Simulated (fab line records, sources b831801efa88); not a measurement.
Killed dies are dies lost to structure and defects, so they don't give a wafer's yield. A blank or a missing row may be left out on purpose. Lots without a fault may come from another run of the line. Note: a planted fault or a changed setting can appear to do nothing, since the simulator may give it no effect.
Chamber matching :: flow sky130 :: rie_si-02 running SKY_FIELD_ISO_ETCH_17: 4 sister chambers
The step etches Si in HBr/Cl2/O2, target depth 342 nm, time 97.7 s. 14 wafers are shown with their chamber, then 7 later ones without.

## WAFERS PAIRED WITH THEIR CHAMBERS
wafer: L154.3
chamber: 2
oes_product_au (a.u.): 1.000
mfc_cl2_sccm (sccm): 40.01
throttle_valve_pct (%): 25.641

wafer: L154.5
chamber: 0
oes_product_au (a.u.): 1.004
mfc_cl2_sccm (sccm): 39.87
throttle_valve_pct (%): 25.649

wafer: L154.6
chamber: 1
oes_product_au (a.u.): 0.998
mfc_cl2_sccm (sccm): 39.96
throttle_valve_pct (%): 25.659

wafer: L157.3
chamber: 2
oes_product_au (a.u.): 0.998
mfc_cl2_sccm (sccm): 40.02
throttle_valve_pct (%): 25.665

wafer: L157.4
chamber: 3
oes_product_au (a.u.): 0.987
mfc_cl2_sccm (sccm): 40.00
throttle_valve_pct (%): 25.667

wafer: L157.6
chamber: 3
oes_product_au (a.u.): 0.986
mfc_cl2_sccm (sccm): 39.99
throttle_valve_pct (%): 25.630

wafer: L159.1
chamber: 0
oes_product_au (a.u.): 1.007
mfc_cl2_sccm (sccm): 40.00
throttle_valve_pct (%): 25.658

wafer: L159.3
chamber: 2
oes_product_au (a.u.): 0.998
mfc_cl2_sccm (sccm): 39.99
throttle_valve_pct (%): 25.657

wafer: L159.6
chamber: 2
oes_product_au (a.u.): 0.987
mfc_cl2_sccm (sccm): 40.04
throttle_valve_pct (%): 25.663

wafer: L162.3
chamber: 0
oes_product_au (a.u.): 1.012
mfc_cl2_sccm (sccm): 39.99
throttle_valve_pct (%): 25.658

wafer: L162.5
chamber: 0
oes_product_au (a.u.): 0.999
mfc_cl2_sccm (sccm): 39.89
throttle_valve_pct (%): 25.640

wafer: L162.6
chamber: 3
oes_product_au (a.u.): 0.981
mfc_cl2_sccm (sccm): 40.01
throttle_valve_pct (%): 25.668

wafer: L163.1
chamber: 1
oes_product_au (a.u.): 0.998
mfc_cl2_sccm (sccm): 40.06
throttle_valve_pct (%): 25.672

wafer: L163.2
chamber: 3
oes_product_au (a.u.): 0.996
mfc_cl2_sccm (sccm): 39.94
throttle_valve_pct (%): 25.660

SIGNATURES, as means of the wafers listed above
reading: oes_product_au
chamber 0: 1.00550
chamber 1: 0.99800
chamber 2: 0.99575
chamber 3: 0.98750
scatter within a chamber: 0.00557

reading: mfc_cl2_sccm
chamber 0: 39.9375
chamber 1: 40.0100
chamber 2: 40.0150
chamber 3: 39.9850
scatter within a chamber: 0.0476

reading: throttle_valve_pct
chamber 0: 25.65125
chamber 1: 25.66550
chamber 2: 25.65650
chamber 3: 25.65625
scatter within a chamber: 0.0127
Rule: for a wafer and a chamber, the distance is found by dividing, reading by reading, the gap between the wafer's reading and the chamber's mean by the reading's scatter, squaring, summing and taking the root. If the next closest chamber is less than 2 further off than the closest, the wafer can't be placed; otherwise it belongs to the closest. How the scatter is found: for the shown wafers, subtract from each reading the mean of its chamber, square and add these, divide the total by (wafers less chambers), then take the root.

## WAFERS MISSING THEIR CHAMBER
wafer: L163.5
oes_product_au (a.u.): 1.002
mfc_cl2_sccm (sccm): 39.92
throttle_valve_pct (%): 25.657

wafer: L165.1
oes_product_au (a.u.): 1.000
mfc_cl2_sccm (sccm): 40.09
throttle_valve_pct (%): 25.660

wafer: L165.4
oes_product_au (a.u.): 0.992
mfc_cl2_sccm (sccm): 39.70
throttle_valve_pct (%): 25.658

wafer: L165.6
oes_product_au (a.u.): 0.999
mfc_cl2_sccm (sccm): 39.65
throttle_valve_pct (%): 25.652

wafer: L174.1
oes_product_au (a.u.): 1.009
mfc_cl2_sccm (sccm): 40.02
throttle_valve_pct (%): 25.637

wafer: L174.5
oes_product_au (a.u.): 1.016
mfc_cl2_sccm (sccm): 39.93
throttle_valve_pct (%): 25.650

wafer: L174.6
oes_product_au (a.u.): 1.007
mfc_cl2_sccm (sccm): 39.83
throttle_valve_pct (%): 25.642

## WHICH CHAMBER EACH WENT THROUGH
wafer: L163.5
from the rows above: can't be placed: 0 or 1 or 2
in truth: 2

wafer: L165.1
from the rows above: can't be placed: 2 or 1 or 3 or 0
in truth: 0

wafer: L165.4
from the rows above: can't be placed: 0 or 3 or 1 or 2
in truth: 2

wafer: L165.6
from the rows above: can't be placed: 0 or 3 or 1 or 2
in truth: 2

wafer: L174.1
from the rows above: can't be placed: 0 or 2 or 1
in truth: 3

wafer: L174.5
from the rows above: can't be placed: 0 or 1
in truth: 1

wafer: L174.6
from the rows above: 0
in truth: 0
Placed correctly: 1 of 7. Can't be placed from these rows: 6 (the true chamber is among the candidates in 5). 0 placed wrongly.
